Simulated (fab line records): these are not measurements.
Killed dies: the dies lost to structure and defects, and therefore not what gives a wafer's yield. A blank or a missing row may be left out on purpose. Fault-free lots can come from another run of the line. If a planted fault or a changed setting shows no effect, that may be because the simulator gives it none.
fab line records | flow sky130
record lots=13 wafers=39 lastDay=51
route steps=708 shown FIELD_ISO@14 NWELL@78 PAD_OPEN@708
lots untouched by any fault: they come from a run of this same line in which no faults occurred
startH: start of the lot's first displayed wafer, in hours after the record's first day | waitH: how many hours have passed since the lot's step before this one | " identical to the entry in the row above | L1.1+2: one row covering several wafers at once | - value missing, or start not given | * or withheld: withheld | < > ~ a bound
route shown NAME@n: names a module that has steps shown in the file, with the first one's number in the route | usual: the fault-free wafers' mean and standard deviation | same: alike in all rows | chamber/n: place in a boat | sites: readings site by site | _std_site: standard deviation of those values | _edge_site: outer sites' mean less inner sites' | radiusMm: for every site, how far away it sits from the centre of the wafer | mask NAME#n: copy n | behind: the tool/chamber that last shaped the wafer | hold: why the lot went on hold/how many hours it stayed there/how the hold came to an end | device: transistor that didn't switch, given as n, p or np | end of line: tests of these same wafers at the route's end | a step with no rows: only its recipe | killed: the dies lost at the first sort to structure and to defects; this is not the yield of the wafer | map: a wafer's dies, marking killed ones x, the rest . and places with no die _
set.NAME: the run value of the setting; set.NAME@STEP: its run value at that earlier step | model.NAME: the simulator's own value behind a step, which no gauge read
route steps across a sampled set of lots; one table per step, one row per wafer
services: a tool's chamber out of use, with start hour (startH, from the record's first day; less than 0 if before it), hours out, and reason
## steps
# step SKY_FIELD_ISO_CD_MEAS_13
# recipe targetCdNm=150
# usual cdNm=150.1/1.6
# columns lot.wafer tool chamber startH waitH cdNm
L566.1 cdSem-02 - 29.55 - 149.8
L566.4 " - " " 150.3
L566.5 " - " " 150.5
L567.1 cdSem-02 - 34.25 - 147.3
L567.3 " - " " 148.9
L567.5 " - " " 149.4
L569.3 cdSem-02 - 44.66 - 152.0
L569.4 " - " " 150.1
L569.5 " - " " 150.5
L573.1 cdSem-02 - 70.15 - 150.4
L573.4 " - " " 150.6
L573.5 " - " " 149.4
L577.4 cdSem-01 - 86.21 - 153.0
L577.5 " - " " 151.7
L577.6 " - " " 151.6
L579.2 cdSem-01 - 96.67 - 149.8
L579.4 " - " " 147.6
L579.6 " - " " 148.1
L580.1 cdSem-01 - 103.00 - 150.6
L580.4 " - " " 150.8
L580.6 " - " " 149.6
L581.2 cdSem-01 - 105.97 - 153.0
L581.3 " - " " 154.5
L581.4 " - " " 153.9
L584.1 cdSem-01 - 123.30 - 149.5
L584.3 " - " " 150.8
L584.6 " - " " 151.2
L586.1 cdSem-02 - 133.30 - 149.2
L586.3 " - " " 148.6
L586.5 " - " " 148.3
L587.1 cdSem-01 - 138.25 - 147.7
L587.3 " - " " 146.2
L587.6 " - " " 146.8
L588.2 cdSem-02 - 143.37 - 149.6
L588.5 " - " " 148.0
L588.6 " - " " 147.9
L589.4 cdSem-02 - 149.36 - 150.2
L589.5 " - " " 150.6
L589.6 " - " " 148.7
# step SKY_FIELD_ISO_ETCH_15
# recipe chemistry=CHF3/O2 targetDepthNm=180 stopOn=Si sourceW=600 biasW=200 pressureMtorr=40 chf3FlowSccm=50 O2_flow_sccm=5 timeS=72
# usual biasW=200.0/0.57 chf3FlowSccm=50.01/0.15 drypumpMotorCurrentA=5.8/0.43 oesProductAu=0.942/0.0071 throttleValvePct=8.843/0.0087
# columns lot.wafer tool chamber startH waitH biasW chf3FlowSccm drypumpMotorCurrentA oesProductAu rfHoursCounterH throttleValvePct
L566.1 rieDiel-01 2 29.72 0.0 199.9 49.74 5.3 0.940 22 8.849
L566.4 " 3 " " 199.9 50.05 5.7 0.946 6 8.836
L566.5 " 0 " " 199.7 50.02 6.2 0.952 - 8.846
L567.1 rieDiel-01 3 34.41 0.0 200.3 49.93 5.7 0.951 6 8.831
L567.3 " 0 " " 200.6 50.20 6.1 0.948 39 8.836
L567.5 " 3 " " 200.0 49.93 5.7 0.933 - 8.833
L569.3 rieDiel-02 0 44.79 0.0 200.9 49.90 5.7 0.940 3 8.841
L569.4 " 1 " " 200.8 50.08 6.6 0.924 27 8.840
L569.5 " 1 " " 200.6 50.21 6.6 0.934 - 8.846
L573.1 rieDiel-02 1 70.32 0.0 198.8 50.20 6.6 0.930 27 8.837
L573.4 " 2 " " 199.8 49.83 6.8 0.925 75 8.846
L573.5 " 0 " " 199.3 49.94 5.7 0.930 - 8.846
L577.4 rieDiel-02 3 86.31 0.0 201.1 49.93 5.5 0.952 99 8.849
L577.5 " 2 " " 199.9 49.93 6.7 0.955 - 8.842
L577.6 " 1 " " 192.8 50.09 6.6 0.957 - 8.853
L579.2 rieDiel-02 2 96.81 0.0 200.4 49.93 6.8 0.950 75 8.835
L579.4 " 0 " " 200.3 50.03 5.7 0.940 4 8.859
L579.6 " 1 " " 192.8 50.07 6.6 0.949 - 8.836
L580.1 rieDiel-04 2 103.17 0.0 200.9 50.22 5.5 0.956 117 8.836
L580.4 " 0 " " 200.0 50.08 5.5 0.942 25 8.841
L580.6 " 0 " " 199.9 49.77 5.5 0.958 - 8.857
L581.2 rieDiel-04 1 106.11 0.0 199.6 50.05 5.8 0.941 62 8.831
L581.3 " 3 " " 199.5 49.81 5.6 0.944 3 8.846
L581.4 " 2 " " 200.0 50.20 5.5 0.945 117 8.842
L584.1 rieDiel-01 1 123.46 0.0 200.2 50.02 5.6 0.939 110 8.844
L584.3 " 3 " " 200.8 50.03 5.7 0.945 8 8.842
L584.6 " 1 " " 199.4 49.86 5.6 0.929 - 8.836
L586.1 rieDiel-01 3 133.46 0.0 200.5 50.15 5.7 0.935 8 8.830
L586.3 " 1 " " 201.0 50.20 5.6 0.950 111 8.834
L586.5 " 1 " " 199.8 50.06 5.6 0.933 - 8.853
L587.1 rieDiel-04 2 138.41 0.0 199.7 49.99 5.5 0.942 118 8.825
L587.3 " 0 " " 200.2 50.04 5.5 0.944 26 8.838
L587.6 " 0 " " 201.1 50.13 5.5 0.940 - 8.837
L588.2 rieDiel-04 1 143.51 0.0 198.8 50.01 5.8 0.950 63 8.823
L588.5 " 0 " " 200.0 49.94 5.5 0.950 - 8.856
L588.6 " 3 " " 199.7 50.04 5.6 0.938 - 8.834
L589.4 rieDiel-01 0 149.47 0.0 200.8 50.17 6.1 0.943 41 8.845
L589.5 " 0 " " 200.2 50.32 6.1 0.945 - 8.837
L589.6 " 1 " " 200.0 50.23 5.6 0.938 - 8.854
# step SKY_NWELL_STRIP_25
# recipe chemistry=O2/N2 powerW=1400 pressureMtorr=1500 platenTempC=withheld o2FlowSccm=3000 n2FlowSccm=300 overashFraction=0.5
# usual drypumpMotorCurrentA=5.7/0.43 oesProductAu=0.722/0.0047 stripTimeToEndpointS=36.91/0.11
# columns lot.wafer tool chamber startH waitH drypumpMotorCurrentA oesProductAu rfHoursCounterH stripTimeToEndpointS
L566.1 plasmaAsher-01 1 117.09 0.1 5.8 0.728 42 36.91
L566.4 " 0 " " 5.0 0.722 - 36.92
L566.5 " 0 " " 5.0 0.724 - 36.93
L567.1 plasmaAsher-01 1 117.72 0.1 5.7 0.726 42 36.85
L567.3 " 1 " " 5.7 0.727 - 36.78
L567.5 " 0 " " 5.0 0.719 - 36.77
L569.3 plasmaAsher-02 1 128.20 0.1 6.3 0.726 - 36.91
L569.4 " 0 " " 5.7 0.721 - 36.96
L569.5 " 0 " " 5.7 0.719 - 36.86
L573.1 plasmaAsher-02 0 152.59 0.1 5.7 0.715 4 36.91
L573.4 " 1 " " 6.3 0.722 - 36.83
L573.5 " 0 " " 5.7 0.718 - 36.96
L577.4 plasmaAsher-01 1 173.00 0.1 5.7 0.721 - 37.04
L577.5 " 1 " " 5.7 0.723 - 36.89
L577.6 " 0 " " 5.0 0.716 - 36.92
L579.2 plasmaAsher-01 0 187.59 0.1 5.0 0.726 49 36.92
L579.4 " 1 " " 5.7 0.732 - 36.86
L579.6 " 1 " " 5.7 0.727 - 36.98
L580.1 plasmaAsher-02 1 195.87 0.1 6.3 0.726 7 37.10
L580.4 " 0 " " 5.7 0.721 - 37.08
L580.6 " 1 " " 6.3 0.721 - 36.99
L581.2 plasmaAsher-02 1 196.44 0.1 6.3 0.721 7 37.07
L581.3 " 1 " " 6.3 0.726 - 36.95
L581.4 " 0 " " 5.7 0.720 - 36.91
L584.1 plasmaAsher-03 1 215.59 0.1 5.6 0.723 39 37.10
L584.3 " 0 " " 5.7 0.724 - 37.07
L584.6 " 1 " " 5.6 0.722 - 37.03
L586.1 plasmaAsher-01 1 227.99 0.1 5.7 0.720 53 36.89
L586.3 " 1 " " 5.7 0.721 - 36.84
L586.5 " 0 " " 5.0 0.720 - 36.82
L587.1 plasmaAsher-03 1 242.49 0.1 5.6 0.710 41 36.93
L587.3 " 1 " " 5.6 0.721 - 37.03
L587.6 " 0 " " 5.7 0.717 - 36.92
L588.2 plasmaAsher-01 0 244.69 0.1 5.0 0.723 55 36.72
L588.5 " 1 " " 5.7 0.726 - 36.68
L588.6 " 0 " " 5.0 0.719 - 36.65
L589.4 plasmaAsher-01 0 249.12 0.1 5.0 0.727 - 36.82
L589.5 " 1 " " 5.7 0.721 - 36.94
L589.6 " 0 " " 5.0 0.721 - 37.04
# step SKY_NWELL_RS_MEAS_29
# recipe thkMeasGauge=four-point-probe
# usual NWELL_RS=624.6/1.7
# columns lot.wafer tool chamber startH waitH NWELL_RS[ohm/sq]
L566.1 filmMetro-02 - 117.40 0.1 626.9
L566.4 " - " " 622.9
L566.5 " - " " 623.8
L567.1 filmMetro-01 - 118.03 0.1 627.7
L567.3 " - " " 625.0
L567.5 " - " " 624.3
L569.3 filmMetro-02 - 128.53 0.1 624.5
L569.4 " - " " 625.6
L569.5 " - " " 624.0
L573.1 filmMetro-01 - 152.90 0.1 624.4
L573.4 " - " " 626.2
L573.5 " - " " 623.0
L577.4 filmMetro-02 - 173.34 0.1 628.3
L577.5 " - " " 626.2
L577.6 " - " " 625.3
L579.2 filmMetro-04 - 187.92 0.1 624.7
L579.4 " - " " 624.0
L579.6 " - " " 624.1
L580.1 filmMetro-04 - 196.18 0.1 622.0
L580.4 " - " " 622.1
L580.6 " - " " 621.5
L581.2 filmMetro-02 - 196.77 0.1 622.8
L581.3 " - " " 624.2
L581.4 " - " " 622.2
L584.1 filmMetro-02 - 215.90 0.1 622.3
L584.3 " - " " 624.4
L584.6 " - " " 625.1
L586.1 filmMetro-02 - 228.30 0.1 625.2
L586.3 " - " " 626.2
L586.5 " - " " 624.9
L587.1 filmMetro-02 - 242.80 0.1 625.5
L587.3 " - " " 623.6
L587.6 " - " " 625.6
L588.2 filmMetro-01 - 245.02 0.1 624.0
L588.5 " - " " 624.5
L588.6 " - " " 623.1
L589.4 filmMetro-04 - 249.46 0.1 620.3
L589.5 " - " " 622.4
L589.6 " - " " 622.9
# step SKY_PAD_OPEN_PROBE_99
# usual killed_at_M0_to_M3=43/7.5 killed_at_M4_up=3.2/1.9 killedAtContacts=24/5.6 killedAtFrontEnd=15/4.8 killedAtOther=0.2/0.54 killedDies=86/11 killedOpen=47/7.6 killedShort=39/7.1
# same grossDies=492 killedAtBackSide=0
# columns lot.wafer tool chamber startH waitH killed_at_M0_to_M3 killed_at_M4_up killedAtContacts killedAtFrontEnd killedAtOther killedDies killedOpen killedShort
L567.1 prober-02 - 1106.79 0.1 44 2 17 15 1 79 43 36
L567.3 prober-02 - 1106.89 0.2 34 1 18 12 2 67 38 29
L567.5 prober-02 - 1106.99 0.2 46 2 26 11 0 85 48 37
L566.1 prober-01 - 1108.38 0.1 51 1 19 11 0 82 44 38
L566.4 prober-01 - 1108.53 0.2 57 2 16 13 0 88 49 39
L566.5 prober-01 - 1108.58 0.2 37 4 26 10 0 77 49 28
L577.4 prober-01 - 1161.36 0.2 37 4 27 15 0 83 50 33
L577.5 prober-01 - 1161.41 0.2 39 3 16 16 0 74 47 27
L577.6 prober-01 - 1161.46 0.2 28 2 32 15 0 77 45 32
L579.2 prober-02 - 1173.99 0.1 55 4 31 15 0 105 66 39
L579.4 prober-02 - 1174.09 0.2 49 4 28 15 2 98 51 47
L579.6 prober-02 - 1174.19 0.2 48 5 27 11 0 91 59 32
L580.1 prober-02 - 1177.54 0.1 38 1 27 12 0 78 41 37
L580.4 prober-02 - 1177.69 0.2 38 3 25 12 0 78 47 31
L580.6 prober-02 - 1177.79 0.2 34 5 29 13 0 81 40 41
# killed by level:class
L567.1 VIA1:geometricParticle:open=10 METAL1:geometricParticle:short=9 VIA2:geometricParticle:open=7 POLY_GATE:geometricParticle:short=6 LI_CONTACT:geometricParticle:open=6 VIA3:geometricParticle:open=6 LOCAL_INTERCONNECT:geometricParticle:short=5 VIA1:geometricParticle:short=5
L567.3 CONTACT:geometricParticle:open=8 METAL2:geometricParticle:short=6 VIA1:geometricParticle:open=5 VIA2:geometricParticle:open=5 VIA1:geometricParticle:short=5 FIELD_ISO:geometricParticle:short=4 FIELD_ISO:geometricParticle:open=4 METAL1:geometricParticle:short=4
L567.5 VIA3:geometricParticle:open=9 CONTACT:geometricParticle:open=9 VIA1:geometricParticle:open=8 METAL3:geometricParticle:short=8 LI_CONTACT:geometricParticle:open=6 LOCAL_INTERCONNECT:geometricParticle:short=5 METAL2:geometricParticle:short=5 POLY_GATE:geometricParticle:open=4
L566.1 VIA2:geometricParticle:open=11 METAL2:geometricParticle:short=8 CONTACT:geometricParticle:open=8 VIA1:geometricParticle:short=8 LI_CONTACT:geometricParticle:open=6 VIA1:geometricParticle:open=6 VIA3:geometricParticle:open=6 METAL1:geometricParticle:short=4
L566.4 VIA1:geometricParticle:open=12 VIA2:geometricParticle:open=11 CONTACT:geometricParticle:open=9 METAL1:geometricParticle:short=8 VIA3:geometricParticle:open=8 VIA1:geometricParticle:short=6 METAL2:geometricParticle:short=5 FIELD_ISO:geometricParticle:short=4
L566.5 CONTACT:geometricParticle:open=10 VIA1:geometricParticle:open=10 VIA2:geometricParticle:open=9 LI_CONTACT:geometricParticle:open=6 VIA3:geometricParticle:open=5 POLY_GATE:geometricParticle:open=4 LOCAL_INTERCONNECT:geometricParticle:short=4 METAL1:geometricParticle:short=4
L577.4 LI_CONTACT:geometricParticle:open=10 VIA1:geometricParticle:open=9 VIA2:geometricParticle:open=7 CONTACT:geometricParticle:open=7 VIA3:geometricParticle:open=7 FIELD_ISO:geometricParticle:short=6 METAL1:geometricParticle:short=6 METAL4:geometricParticle:short=4
L577.5 VIA1:geometricParticle:open=19 POLY_GATE:geometricParticle:open=7 VIA2:geometricParticle:open=6 CONTACT:geometricParticle:open=5 CONTACT:geometricParticle:short=4 METAL1:geometricParticle:short=4 LOCAL_INTERCONNECT:geometricParticle:short=3 VIA2:geometricParticle:short=3
L577.6 CONTACT:geometricParticle:open=12 CONTACT:geometricParticle:short=6 LI_CONTACT:geometricParticle:open=6 FIELD_ISO:geometricParticle:open=5 POLY_GATE:geometricParticle:short=5 POLY_GATE:geometricParticle:open=4 LI_CONTACT:geometricParticle:short=4 METAL1:geometricParticle:short=4
L579.2 CONTACT:geometricParticle:open=15 VIA3:geometricParticle:open=14 VIA1:geometricParticle:open=11 METAL1:geometricParticle:short=10 CONTACT:geometricParticle:short=7 LI_CONTACT:geometricParticle:open=6 FIELD_ISO:geometricParticle:open=5 VIA2:geometricParticle:open=5
L579.4 VIA1:geometricParticle:open=15 CONTACT:geometricParticle:open=8 METAL1:geometricParticle:short=7 LI_CONTACT:geometricParticle:open=6 LOCAL_INTERCONNECT:geometricParticle:short=6 METAL3:geometricParticle:short=5 CONTACT:geometricParticle:short=5 VIA2:geometricParticle:open=5
L579.6 VIA1:geometricParticle:open=14 CONTACT:geometricParticle:open=13 VIA2:geometricParticle:open=8 VIA3:geometricParticle:open=8 LI_CONTACT:geometricParticle:open=6 CONTACT:geometricParticle:short=6 VIA2:geometricParticle:short=5 POLY_GATE:geometricParticle:short=4
L580.1 LI_CONTACT:geometricParticle:open=7 CONTACT:geometricParticle:open=7 VIA1:geometricParticle:open=7 VIA1:geometricParticle:short=7 VIA2:geometricParticle:open=7 FIELD_ISO:geometricParticle:open=5 LOCAL_INTERCONNECT:geometricParticle:short=5 LI_CONTACT:geometricParticle:short=4
L580.4 VIA1:geometricParticle:open=9 VIA2:geometricParticle:open=8 VIA3:geometricParticle:open=7 LI_CONTACT:geometricParticle:open=6 FIELD_ISO:geometricParticle:short=5 LOCAL_INTERCONNECT:geometricParticle:short=5 LI_CONTACT:geometricParticle:short=4 CONTACT:geometricParticle:open=4
L580.6 LI_CONTACT:geometricParticle:open=8 CONTACT:geometricParticle:open=7 VIA2:geometricParticle:open=7 CONTACT:geometricParticle:short=5 POLY_GATE:geometricParticle:open=5 LI_CONTACT:geometricParticle:short=5 VIA3:geometricParticle:open=5 VIA1:geometricParticle:short=5
## services
# columns tool chamber startH hours kind
rieDiel-02 - 17.64 14.6 pm
plasmaAsher-02 - 42.05 0.8 repair
plasmaAsher-01 - 47.06 0.3 repair
plasmaAsher-03 - 66.24 0.5 repair
rieDiel-02 3 74.78 3.2 repair
rieDiel-01 0 87.94 51.5 repair
plasmaAsher-03 - 89.54 1.5 repair
plasmaAsher-02 - 108.80 9.0 pm
plasmaAsher-02 0 108.80 9.0 ventCycle
plasmaAsher-02 1 108.80 9.0 ventCycle
rieDiel-04 3 114.64 26.2 repair
plasmaAsher-02 0 117.80 - clean
plasmaAsher-02 1 117.80 - clean
plasmaAsher-02 - 182.09 9.5 repair
rieDiel-01 - 214.49 0.7 repair
rieDiel-01 - 216.38 14.6 pm
rieDiel-04 1 216.86 10.1 repair
plasmaAsher-01 - 247.29 0.4 repair
## key
firstSign step=SKY_FIELD_ISO_ETCH_15 reading=biasW direction=down sigmas=13 usual=200.0 struck=192.8
effect none on later readings
metAt SKY_FIELD_ISO_ETCH_15
struckLots L577,L579
struckWafers L577.6,L579.6
testerLeftOut L577,L579
notActingAt SKY_FIELD_ISO_CD_MEAS_13,SKY_NWELL_STRIP_25,SKY_NWELL_RS_MEAS_29
onsetBetween 70.32 86.31
fault kind=processParameterDrift tool=rieDiel-02 chamber=1 onsetH=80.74 steps=SKY_FIELD_ISO_ETCH_15 channel=biasW offset=-6.9117 shape=step endH=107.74 actsIn=theseRecipesOnly stated=200
# testerLeftOut: of these lots the tester's yield and bins aren't shown, on N5 and GAA mostly nor the transistor test; their killed dies are dies lost to structure and defects alone, not to doping, threshold or leakage, so they don't give the yield
